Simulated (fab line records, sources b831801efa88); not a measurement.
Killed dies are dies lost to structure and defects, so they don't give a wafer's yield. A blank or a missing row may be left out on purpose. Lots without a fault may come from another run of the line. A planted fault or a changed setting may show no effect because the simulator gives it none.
fab line records | flow sky130
record lots=6 wafers=17 last_day=51
route steps=708 shown METAL3@570 VIA3@573 PAD_OPEN@708
lots that met no fault: from a run of the same line without faults
start_h: hours from the record's first day to the start of the lot's first wafer shown | wait_h: hours since the lot's step before | " the same as in the row above | L1.1+2: a row that stands for several wafers | - no value, or no start given | * or withheld: withheld | < > ~ a bound
route shown NAME@n: a module of which the file shows steps, and the number in the route of the first | usual: mean/standard deviation of fault-free wafers | same: alike in all rows | chamber/n: place in a boat | sites: the reading at each site | _std_site: their standard deviation | _edge_site: outer sites' mean less inner sites' | radius_mm: how far each site lies from the wafer's centre | mask NAME#n: copy n | behind: the tool/chamber that last shaped the wafer | hold: why the lot was held/for how many hours/how that ended | device: the transistor (n, p or np) that didn't switch | end of line: the same wafers' tests at the end of the route | a step without rows: its recipe alone | killed: dies lost to structure and defects at the first sort, not the wafer's yield | map: a wafer's dies, x killed, . not, _ none there
set.NAME: the setting as run; set.NAME@STEP: as run at that earlier step | model.NAME: the simulator's own value behind a step, which no gauge read
lots at some steps of the route; a table a step, a row a wafer
services: from which hour (start_h, from the record's first day; less than 0 if before it) a tool's chamber was out of use, for how many hours, and why
## steps
# step SKY_METAL3_STRIP_20
# recipe chemistry=post_etch_residue_remover time_s=1200 temp_c=72.5
# step SKY_METAL3_CLEAN_21
# recipe chemistry=IPA time_s=180 temp_c=25
# step SKY_METAL3_CLEAN_22
# recipe chemistry=O3/DIW dry=n2_spin
# step SKY_VIA3_HDPCVD_00
# recipe material=SiO2 target_thk_nm=1635 sigma_open_frac=0.3 time_s=272.5 temp_c=400 sih4_flow_sccm=60 pressure_mtorr=6
# step SKY_VIA3_THK_MEAS_01
# recipe reads=SiO2_of_VIA3_HDPCVD_00
# usual VIA3_HDPCVD_THK=1636/12
# columns lot.wafer tool chamber start_h wait_h VIA3_HDPCVD_THK[nm]
L631.1 film_metro-01 - 947.41 0.1 1647
L631.2 " - " " 1659
L631.6 " - " " 1649
L632.2 film_metro-01 - 957.67 0.1 1640
L632.3 " - " " 1633
L632.5 " - " " 1641
L640.4 film_metro-03 - 1023.89 0.1 1606
L640.5 " - " " 1640
L644.2 film_metro-03 - 1054.79 0.1 1632
L644.4 " - " " 1630
L644.5 " - " " 1633
L650.1 film_metro-02 - 1077.63 0.1 1623
L650.2 " - " " 1623
L650.3 " - " " 1646
L651.3 film_metro-02 - 1079.89 0.1 1620
L651.4 " - " " 1630
L651.6 " - " " 1630
# step SKY_VIA3_CMP_02
# recipe material=SiO2 down_force_psi=4 platen_rpm=60 pad_velocity_m_s=0.94248
# usual motor_current_A=12.4/1.4
# columns lot.wafer tool chamber start_h wait_h motor_current_A
L631.2 cmp-02 1 947.52 0.1 14.5
L631.1 " 3 " " 15.0
L631.6 " 0 " " 10.7
L632.2 cmp-01 0 957.77 0.1 10.9
L632.3 " 2 " " 11.8
L632.5 " 3 " " 11.3
L640.4 cmp-01 0 1024.07 0.2 11.4
L640.5 " 2 " " 11.1
L644.2 cmp-01 0 1054.84 0.0 11.5
L644.4 " 2 " " 11.7
L644.5 " 1 " " 12.1
L650.3 cmp-02 0 1077.69 0.0 11.8
L650.1 " 2 " " 11.8
L650.2 " 3 " " 14.5
L651.4 cmp-02 3 1080.03 0.1 14.6
L651.3 " 0 " " 11.9
L651.6 " 2 " " 11.5
# step SKY_VIA3_BOW_MEAS_03
# recipe mode=bow
# usual VIA3_BOW=80/7.9
# columns lot.wafer tool chamber start_h wait_h VIA3_BOW[um]
L631.1 film_metro-01 - 947.77 0.1 77
L631.2 " - " " 86
L631.6 " - " " 79
L632.2 film_metro-02 - 958.04 0.2 89
L632.3 " - " " 83
L632.5 " - " " 81
L640.4 film_metro-02 - 1024.28 0.2 76
L640.5 " - " " 86
L644.2 film_metro-01 - 1055.16 0.3 84
L644.4 " - " " 82
L644.5 " - " " 79
L650.1 film_metro-02 - 1077.99 0.1 67
L650.2 " - " " 75
L650.3 " - " " 78
L651.3 film_metro-01 - 1080.27 0.1 79
L651.4 " - " " 106
L651.6 " - " " 71
# step SKY_VIA3_DEHYDRATE_04
# recipe temp_c=200 time_s=60
# step SKY_VIA3_HMDS_05
# recipe prime_time_s=60 prime_temp_c=120
# step SKY_VIA3_COAT_06
# recipe resist=BARC temp_c=withheld time_s=withheld spin_rpm=3000 resist_thk_nm=60
# step SKY_VIA3_COAT_07
# recipe resist=KrF-thick spin_rpm=3000 resist_thk_nm=450
# step SKY_VIA3_SOFTBAKE_08
# recipe temp_c=100 time_s=90 resist=KrF-thick
# step SKY_VIA3_EXPOSE_09
# recipe mask_id=VIM3 na=0.8 source_shape=annular sigma_inner=0.55 sigma_outer=0.85 target_cd_nm=200 dose_mj=38
# usual focus_offset_nm=0.1/0.47
# columns lot.wafer tool chamber start_h wait_h mask focus_offset_nm
L631.1 krf_scanner-02 0 960.91 - VIM3#0 -0.1
L631.2 " 0 " " VIM3#0 0.6
L631.6 " 0 " " VIM3#0 0.6
L632.2 krf_scanner-02 0 971.02 - VIM3#0 0.3
L632.3 " 0 " " VIM3#0 0.5
L632.5 " 0 " " VIM3#0 0.4
L640.4 krf_scanner-02 0 1035.57 - VIM3#0 0.5
L640.5 " 0 " " VIM3#0 -0.1
L644.2 krf_scanner-02 0 1066.70 - VIM3#0 0.7
L644.4 " 0 " " VIM3#0 0.2
L644.5 " 0 " " VIM3#0 1.2
L650.1 krf_scanner-01 0 1089.45 - VIM3#0 -0.7
L650.2 " 0 " " VIM3#0 -0.8
L650.3 " 0 " " VIM3#0 -0.4
L651.3 krf_scanner-01 0 1091.35 - VIM3#0 0.6
L651.4 " 0 " " VIM3#0 0.7
L651.6 " 0 " " VIM3#0 0.0
# step SKY_VIA3_PEB_10
# recipe peb_temp_c=withheld peb_time_s=withheld resist=KrF-thick
# step SKY_VIA3_DEVELOP_11
# recipe develop_time_s=60 resist=KrF-thick dev_temp_c=21
# step SKY_VIA3_CD_MEAS_12
# recipe target_cd_nm=200
# usual cd_nm=200.4/1.4
# columns lot.wafer tool chamber start_h wait_h hold cd_nm
L631.1 cd_sem-01 - 973.24 - - 199.1
L631.2 " - " " - 199.9
L631.6 " - " " - 199.6
L632.2 cd_sem-02 - 983.30 - - 201.4
L632.3 " - " " - 200.4
L632.5 " - " " - 201.0
L640.4 cd_sem-01 - 1047.04 - await_dispo/0.2h/release 199.3
L640.5 " - " " await_dispo/0.2h/release 139.7
L640.4 cd_sem-01 - 1047.51 0.4 - 199.3
L640.5 " - " " - 140.0
L644.2 cd_sem-01 - 1076.75 - await_dispo/0.2h/release 199.8
L644.4 " - " " await_dispo/0.2h/release 198.3
L644.5 " - " " await_dispo/0.2h/release 137.7
L644.2 cd_sem-01 - 1077.04 0.3 - 199.7
L644.4 " - " " - 198.5
L644.5 " - " " - 137.5
L650.1 cd_sem-01 - 1099.62 - - 200.4
L650.2 " - " " - 200.7
L650.3 " - " " - 201.3
L651.3 cd_sem-02 - 1100.97 - - 201.6
L651.4 " - " " - 199.8
L651.6 " - " " - 201.6
# step SKY_VIA3_OVL_MEAS_13
# usual VIA3_OVL=0/5
# columns lot.wafer tool chamber start_h wait_h hold VIA3_OVL[nm]
L631.1 overlay-01 - 973.36 0.1 - 2
L631.2 " - " " - 2
L631.6 " - " " - -7
L632.2 overlay-02 - 983.41 0.1 - 4
L632.3 " - " " - 9
L632.5 " - " " - 4
L640.4 overlay-01 - 1055.02 7.5 await_dispo/7.4h/release -11
L640.5 " - " " await_dispo/7.4h/release -5
L644.2 overlay-02 - 1078.68 1.6 await_dispo/1.5h/release 10
L644.4 " - " " await_dispo/1.5h/release 2
L644.5 " - " " await_dispo/1.5h/release 4
L650.1 overlay-02 - 1099.74 0.1 - -2
L650.2 " - " " - 9
L650.3 " - " " - 1
L651.3 overlay-01 - 1101.07 0.1 - -4
L651.4 " - " " - 2
L651.6 " - " " - -5
# step SKY_VIA3_ETCH_14
# recipe chemistry=N2/H2 target=BARC ion_energy_ev=200 source_w=500 bias_w=100 pressure_mtorr=30 n2_flow_sccm=100 h2_flow_sccm=200 stop_on=SiO2 time_s=45.9 target_depth_a=600
# usual drypump_motor_current_A=5.9/0.55 oes_product_au=0.855/0.0044 throttle_valve_pct=13.225/0.0088
# columns lot.wafer tool chamber start_h wait_h drypump_motor_current_A oes_product_au rf_hours_counter_h throttle_valve_pct model.VIA3.cd_nm
L631.1 rie_diel-04 1 973.40 0.0 6.5 0.856 8 13.237 198.8
L631.2 " 0 " " 6.7 0.857 20 13.242 199.3
L631.6 " 2 " " 6.5 0.855 - 13.231 199.4
L632.2 rie_diel-04 2 983.44 0.0 6.5 0.856 17 13.240 201.5
L632.3 " 0 " " 6.7 0.863 20 13.217 200.4
L632.5 " 0 " " 6.7 0.848 - 13.240 201
L640.4 rie_diel-02 0 1055.04 0.0 5.3 0.861 17 13.219 199.7
L640.5 " 3 " " 5.3 0.862 - 13.235 139.7
L644.2 rie_diel-04 2 1078.71 0.0 6.5 0.854 19 13.228 200.6
L644.4 " 1 " " 6.5 0.857 11 13.222 199.5
L644.5 " 2 " " 6.5 0.854 - 13.230 138.2
L650.1 rie_diel-04 2 1099.77 0.0 6.5 0.860 20 13.214 200.6
L650.2 " 0 " " 6.7 0.854 23 13.230 201.4
L650.3 " 3 " " 5.0 0.858 7 13.233 202.2
L651.3 rie_diel-01 1 1101.09 0.0 5.7 0.853 4 13.234 202.7
L651.4 " 0 " " 5.9 0.853 20 13.215 200
L651.6 " 1 " " 5.7 0.853 - 13.219 203
# step SKY_VIA3_ETCH_15
# recipe target=SiO2 chemistry=C4F8/O2/Ar target_depth_nm=507 stop_on=TiN mask_material=KrF-thick source_w=1500 bias_w=1200 pressure_mtorr=40 c4f8_flow_sccm=withheld O2_flow_sccm=6 Ar_flow_sccm=300 time_s=78
# usual oes_product_au=0.946/0.0048
# columns lot.wafer tool chamber start_h wait_h oes_product_au rf_hours_counter_h model.VIA3.cd_nm
L631.1 rie_diel-04 1 973.44 0.0 0.947 8 194.5
L631.2 " 0 " " 0.953 20 199.6
L631.6 " 2 " " 0.941 - 199.7
L632.2 rie_diel-04 2 983.48 0.0 0.939 18 205.6
L632.3 " 0 " " 0.937 20 201
L632.5 " 0 " " 0.950 - 204.8
L640.4 rie_diel-02 0 1055.08 0.0 0.945 17 200.9
L640.5 " 3 " " 0.953 - 139.8
L644.2 rie_diel-04 2 1078.75 0.0 0.950 20 203.6
L644.4 " 1 " " 0.940 11 199
L644.5 " 2 " " 0.947 - 140.5
L650.1 rie_diel-04 2 1099.81 0.0 0.946 20 202.5
L650.2 " 0 " " 0.941 23 199.5
L650.3 " 3 " " 0.942 7 206.7
L651.3 rie_diel-01 1 1101.13 0.0 0.942 4 203.1
L651.4 " 0 " " 0.947 20 206.9
L651.6 " 1 " " 0.942 - 202.8
# step SKY_VIA3_STRIP_16
# recipe chemistry=O2/N2 power_w=1400 pressure_mtorr=1500 platen_temp_c=withheld o2_flow_sccm=3000 n2_flow_sccm=300 overash_fraction=0.5
# usual drypump_motor_current_A=5.9/0.54 oes_product_au=0.401/0.005 strip_time_to_endpoint_s=4.128/0.029
# columns lot.wafer tool chamber start_h wait_h drypump_motor_current_A oes_product_au rf_hours_counter_h strip_time_to_endpoint_s
L631.1 plasma_asher-04 1 973.50 0.0 6.5 0.401 114 4.186
L631.2 " 0 " " 5.9 0.398 114 4.107
L631.6 " 0 " " 5.9 0.407 - 4.163
L632.2 plasma_asher-01 1 983.54 0.0 6.2 0.404 58 4.149
L632.3 " 0 " " 5.4 0.399 - 4.098
L632.5 " 0 " " 5.4 0.399 - 4.128
L640.4 plasma_asher-04 0 1055.18 0.1 5.9 0.406 - 4.112
L640.5 " 0 " " 5.9 0.403 - 4.147
L644.2 plasma_asher-04 1 1078.81 0.0 6.5 0.401 1 4.149
L644.4 " 1 " " 6.5 0.402 - 4.170
L644.5 " 1 " " 6.5 0.400 - 4.158
L650.1 plasma_asher-04 0 1099.87 0.0 5.9 0.396 4 4.129
L650.2 " 1 " " 6.5 0.396 4 4.093
L650.3 " 1 " " 6.5 0.407 - 4.110
L651.3 plasma_asher-01 1 1101.22 0.1 6.2 0.402 - 4.164
L651.4 " 0 " " 5.4 0.406 - 4.088
L651.6 " 1 " " 6.2 0.408 - 4.175
# step SKY_PAD_OPEN_PROBE_99
# usual defect_limited_yield=82.6/1.7 killed_at_M0_to_M3=43/7 killed_at_M4_up=3.1/1.5 killed_at_contacts=23/4.9 killed_at_front_end=16/3.9 killed_at_other=0.3/0.52 killed_dies=86/8.2 killed_on_rim=16/3.7 killed_open=47/6.1 killed_short=38/5.8 sort_bin_3_pad_short=0.8/0.41 sort_bin_5_function=10.2/1.3 sort_bin_6_memory=6.4/1.1 sort_n_pass=406/8.2 sort_yield_pct=82.6/1.7
# same gross_dies=492 killed_at_back_side=0 sort_bin_4_leakage[%]=0 sort_bin_8_speed[%]=0
# columns lot.wafer tool chamber start_h wait_h hold defect_limited_yield[%] killed_at_M0_to_M3 killed_at_M4_up killed_at_contacts killed_at_front_end killed_at_other killed_dies killed_on_rim killed_open killed_short sort_bin_3_pad_short[%] sort_bin_5_function[%] sort_bin_6_memory[%] sort_n_pass sort_yield_pct[%]
L631.1 prober-01 - 1119.60 0.1 - 82.7 46 4 25 10 0 85 21 57 27 0.2 8.7 8.3 407 82.7
L631.2 prober-01 - 1119.65 0.1 - 81.5 41 3 30 17 0 91 24 43 48 1.2 10.8 6.5 401 81.5
L631.6 prober-01 - 1119.85 0.2 - 81.3 49 2 29 12 0 92 18 60 32 0.8 10.2 7.7 400 81.3
L632.2 prober-01 - 1126.67 0.1 - 84.3 41 0 21 15 0 77 13 44 33 0.8 9.6 5.3 415 84.3
L632.3 prober-01 - 1126.72 0.2 - 83.3 39 1 24 18 0 82 17 47 34 0.6 9.6 6.5 410 83.3
L632.5 prober-01 - 1126.82 0.2 - 84.3 37 6 25 8 1 77 19 43 34 0.4 10.0 5.3 415 84.3
L640.4 prober-02 - 1183.09 2.2 await_dispo/2.0h/release 80.1 60 3 18 16 1 98 24 57 41 1.0 12.0 6.9 394 80.1
L640.5 prober-02 - 1183.14 2.2 await_dispo/2.0h/release 0 451 3 18 20 0 492 96 44 42 0.8 93.9 5.3 0 0
L644.2 prober-02 - 1205.31 0.1 await_dispo/6.4h/release 80.9 45 4 31 13 1 94 23 51 43 1.8 10.0 7.3 398 80.9
L644.4 prober-02 - 1205.41 0.2 await_dispo/6.4h/release 82.1 40 2 27 19 0 88 14 46 41 1.4 9.1 7.3 404 82.1
L644.5 prober-02 - 1205.46 0.2 await_dispo/6.4h/release 0 444 3 24 21 0 492 96 47 46 2.0 91.3 6.7 0 0
L651.3 prober-02 - 1223.25 0.2 - 83.1 34 4 26 19 0 83 13 40 43 1.0 8.5 7.3 409 83.1
L651.4 prober-02 - 1223.30 0.2 - 82.3 46 2 25 14 0 87 20 48 39 1.6 9.3 6.7 405 82.3
L651.6 prober-02 - 1223.40 0.2 - 83.3 48 5 19 10 0 82 18 40 42 0.4 10.0 6.3 410 83.3
L650.1 prober-01 - 1223.84 0.1 - 81.9 42 5 29 13 0 89 22 53 36 0.6 10.4 7.1 403 81.9
L650.2 prober-01 - 1223.89 0.1 - 83.7 39 2 21 18 0 80 13 48 32 0.8 8.3 7.1 412 83.7
L650.3 prober-01 - 1223.94 0.2 - 81.3 45 6 25 16 0 92 23 50 42 0.6 10.4 7.7 400 81.3
# killed by level:class
L631.1 VIA1:geometric_particle:open=14 LI_CONTACT:geometric_particle:open=9 VIA3:geometric_particle:open=8 VIA2:geometric_particle:open=8 CONTACT:geometric_particle:open=7 METAL2:geometric_particle:short=5 CONTACT:geometric_particle:short=4 METAL1:geometric_particle:short=4
L631.2 LI_CONTACT:geometric_particle:open=9 CONTACT:geometric_particle:open=8 METAL1:geometric_particle:short=8 VIA1:geometric_particle:open=8 METAL2:geometric_particle:short=6 FIELD_ISO:geometric_particle:open=5 VIA3:geometric_particle:short=5 CONTACT:geometric_particle:short=5
L631.6 CONTACT:geometric_particle:open=15 VIA1:geometric_particle:open=15 VIA2:geometric_particle:open=9 FIELD_ISO:geometric_particle:open=6 VIA3:geometric_particle:open=6 LOCAL_INTERCONNECT:geometric_particle:short=5 LI_CONTACT:geometric_particle:open=4 CONTACT:geometric_particle:short=4
L632.2 VIA1:geometric_particle:open=11 CONTACT:geometric_particle:open=9 VIA1:geometric_particle:short=7 VIA3:geometric_particle:open=7 LOCAL_INTERCONNECT:geometric_particle:short=6 VIA2:geometric_particle:short=5 SPACER:geometric_particle:open=4 FIELD_ISO:geometric_particle:short=3
L632.3 VIA3:geometric_particle:open=8 LOCAL_INTERCONNECT:geometric_particle:short=8 VIA2:geometric_particle:open=7 VIA1:geometric_particle:open=7 POLY_GATE:geometric_particle:open=6 LI_CONTACT:geometric_particle:open=5 CONTACT:geometric_particle:short=5 METAL3:geometric_particle:short=5
L632.5 VIA1:geometric_particle:open=10 CONTACT:geometric_particle:open=8 CONTACT:geometric_particle:short=8 LI_CONTACT:geometric_particle:open=7 VIA2:geometric_particle:open=6 METAL2:geometric_particle:short=5 VIA2:geometric_particle:short=5 FIELD_ISO:geometric_particle:short=3
L640.4 VIA1:geometric_particle:open=16 VIA3:geometric_particle:open=10 CONTACT:geometric_particle:open=8 VIA2:geometric_particle:open=7 METAL2:geometric_particle:short=6 VIA2:geometric_particle:short=5 LOCAL_INTERCONNECT:geometric_particle:short=4 LI_CONTACT:geometric_particle:open=4
L640.5 VIA3:area_expose=406 VIA1:geometric_particle:open=13 CONTACT:geometric_particle:open=6 POLY_GATE:geometric_particle:open=5 POLY_GATE:geometric_particle:short=5 VIA3:geometric_particle:short=5 VIA1:geometric_particle:short=5 METAL2:geometric_particle:short=5
L644.2 CONTACT:geometric_particle:open=13 METAL1:geometric_particle:short=10 VIA3:geometric_particle:open=10 VIA1:geometric_particle:open=9 CONTACT:geometric_particle:short=7 LI_CONTACT:geometric_particle:open=5 FIELD_ISO:geometric_particle:open=4 VIA2:geometric_particle:open=4
L644.4 CONTACT:geometric_particle:open=8 POLY_GATE:geometric_particle:short=7 LI_CONTACT:geometric_particle:open=7 VIA2:geometric_particle:open=7 FIELD_ISO:geometric_particle:open=6 METAL1:geometric_particle:short=6 CONTACT:geometric_particle:short=5 VIA3:geometric_particle:open=5
L644.5 VIA3:area_expose=398 CONTACT:geometric_particle:open=9 VIA1:geometric_particle:open=8 METAL2:geometric_particle:short=7 METAL1:geometric_particle:short=7 VIA3:geometric_particle:open=6 CONTACT:geometric_particle:short=5 VIA1:geometric_particle:short=5
L651.3 CONTACT:geometric_particle:open=11 METAL1:geometric_particle:short=8 LI_CONTACT:geometric_particle:open=6 LOCAL_INTERCONNECT:geometric_particle:short=6 METAL2:geometric_particle:short=5 POLY_GATE:geometric_particle:open=4 POLY_GATE:geometric_particle:short=4 VIA1:geometric_particle:open=4
L651.4 VIA1:geometric_particle:open=11 CONTACT:geometric_particle:open=9 METAL2:geometric_particle:short=7 LI_CONTACT:geometric_particle:open=6 CONTACT:geometric_particle:short=5 METAL1:geometric_particle:short=5 METAL3:geometric_particle:short=5 FIELD_ISO:geometric_particle:open=4
L651.6 VIA1:geometric_particle:open=14 METAL1:geometric_particle:short=10 LI_CONTACT:geometric_particle:open=7 CONTACT:geometric_particle:short=5 METAL4:geometric_particle:short=5 VIA1:geometric_particle:short=4 CONTACT:geometric_particle:open=4 VIA3:geometric_particle:open=4
L650.1 LI_CONTACT:geometric_particle:open=10 VIA1:geometric_particle:open=10 CONTACT:geometric_particle:open=9 VIA2:geometric_particle:open=8 FIELD_ISO:geometric_particle:short=6 METAL2:geometric_particle:short=6 CONTACT:geometric_particle:short=4 METAL4:geometric_particle:short=4
L650.2 VIA1:geometric_particle:open=11 CONTACT:geometric_particle:open=10 VIA1:geometric_particle:short=7 METAL2:geometric_particle:short=7 FIELD_ISO:geometric_particle:short=5 POLY_GATE:geometric_particle:open=5 LI_CONTACT:geometric_particle:open=5 VIA2:geometric_particle:open=5
L650.3 VIA1:geometric_particle:open=14 LI_CONTACT:geometric_particle:open=9 METAL4:geometric_particle:short=6 FIELD_ISO:geometric_particle:open=5 CONTACT:geometric_particle:short=5 VIA1:geometric_particle:short=5 VIA2:geometric_particle:open=4 CONTACT:geometric_particle:open=4
# map L640.5 (x killed, . not)
__________xxxxxxxxxx_________
________xxxxxxxxxxxxxx_______
______xxxxxxxxxxxxxxxxxx_____
_____xxxxxxxxxxxxxxxxxxxx____
____xxxxxxxxxxxxxxxxxxxxxx___
___xxxxxxxxxxxxxxxxxxxxxxxx__
__xxxxxxxxxxxxxxxxxxxxxxxxxx_
_xxxxxxxxxxxxxxxxxxxxxxxxxxxx
_xxxxxxxxxxxxxxxxxxxxxxxxxxxx
_xxxxxxxxxxxxxxxxxxxxxxxxxxxx
_xxxxxxxxxxxxxxxxxxxxxxxxxxxx
_xxxxxxxxxxxxxxxxxxxxxxxxxxxx
_xxxxxxxxxxxxxxxxxxxxxxxxxxxx
_xxxxxxxxxxxxxxxxxxxxxxxxxxxx
_xxxxxxxxxxxxxxxxxxxxxxxxxxxx
__xxxxxxxxxxxxxxxxxxxxxxxxxx_
___xxxxxxxxxxxxxxxxxxxxxxxx__
____xxxxxxxxxxxxxxxxxxxxxx___
_____xxxxxxxxxxxxxxxxxxxx____
______xxxxxxxxxxxxxxxxxx_____
________xxxxxxxxxxxxxx_______
__________xxxxxxxxxx_________
# map L644.5 (x killed, . not)
__________xxxxxxxxxx_________
________xxxxxxxxxxxxxx_______
______xxxxxxxxxxxxxxxxxx_____
_____xxxxxxxxxxxxxxxxxxxx____
____xxxxxxxxxxxxxxxxxxxxxx___
___xxxxxxxxxxxxxxxxxxxxxxxx__
__xxxxxxxxxxxxxxxxxxxxxxxxxx_
_xxxxxxxxxxxxxxxxxxxxxxxxxxxx
_xxxxxxxxxxxxxxxxxxxxxxxxxxxx
_xxxxxxxxxxxxxxxxxxxxxxxxxxxx
_xxxxxxxxxxxxxxxxxxxxxxxxxxxx
_xxxxxxxxxxxxxxxxxxxxxxxxxxxx
_xxxxxxxxxxxxxxxxxxxxxxxxxxxx
_xxxxxxxxxxxxxxxxxxxxxxxxxxxx
_xxxxxxxxxxxxxxxxxxxxxxxxxxxx
__xxxxxxxxxxxxxxxxxxxxxxxxxx_
___xxxxxxxxxxxxxxxxxxxxxxxx__
____xxxxxxxxxxxxxxxxxxxxxx___
_____xxxxxxxxxxxxxxxxxxxx____
______xxxxxxxxxxxxxxxxxx_____
________xxxxxxxxxxxxxx_______
__________xxxxxxxxxx_________
## services
# columns tool chamber start_h hours kind
rie_diel-01 1 926.73 12.8 repair
krf_scanner-01 - 933.86 0.8 pm
cmp-01 - 941.23 4.9 pm
krf_scanner-01 - 942.19 0.8 repair
plasma_asher-01 - 949.62 14.6 pm
cmp-02 - 950.58 5.5 pm
krf_scanner-01 - 956.16 0.5 repair
cmp-01 - 963.10 5.9 pm
krf_scanner-02 - 969.46 0.3 repair
cmp-01 - 975.45 0.4 repair
krf_scanner-01 - 980.56 6.7 repair
krf_scanner-01 - 987.24 1.0 pm
rie_diel-04 - 995.91 28.1 pm
krf_scanner-02 - 1004.27 0.8 pm
krf_scanner-02 - 1015.52 1.0 pm
krf_scanner-01 - 1019.08 2.5 repair
krf_scanner-02 - 1023.66 3.6 pm
krf_scanner-01 - 1035.77 0.3 repair
krf_scanner-01 - 1043.16 1.3 pm
plasma_asher-04 - 1055.25 9.0 pm
plasma_asher-04 - 1057.09 1.1 repair
krf_scanner-02 - 1077.89 4.4 pm
krf_scanner-02 - 1085.04 1.3 pm
cmp-02 - 1086.85 4.0 pm
## key
first_sign step=SKY_VIA3_CD_MEAS_12 reading=visit direction=added
effect step=SKY_VIA3_CD_MEAS_12 reading=cd_nm direction=down sigmas=45 usual=200.4 struck=138.7
effect step=SKY_PAD_OPEN_PROBE_99 reading=sort_bin_5_function direction=up sigmas=65 usual=10.2 struck=92.6
model_effect step=SKY_VIA3_ETCH_14 value=VIA3.cd_nm without=199 struck=139
model_effect step=SKY_VIA3_ETCH_15 value=VIA3.cd_nm without=200.4 struck=140.1
more_kills_born_at SKY_VIA3_EXPOSE_09@krf_scanner-02=804
met_at SKY_VIA3_EXPOSE_09
struck_wafers L640.5,L644.5
later_rows_left_out L640.5,L644.5
onset_between 971.02 1035.57
fault kind=process_parameter_drift tool=krf_scanner-02 chamber=- onset_h=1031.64 steps=SKY_VIA3_EXPOSE_09 channel=focus_nm offset=451.6 shape=step end_h=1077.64 scope=struck_wafers_only
# later_rows_left_out: the simulator's readings of these wafers behind a module that went badly wrong aren't trusted and aren't shown, but for the sort
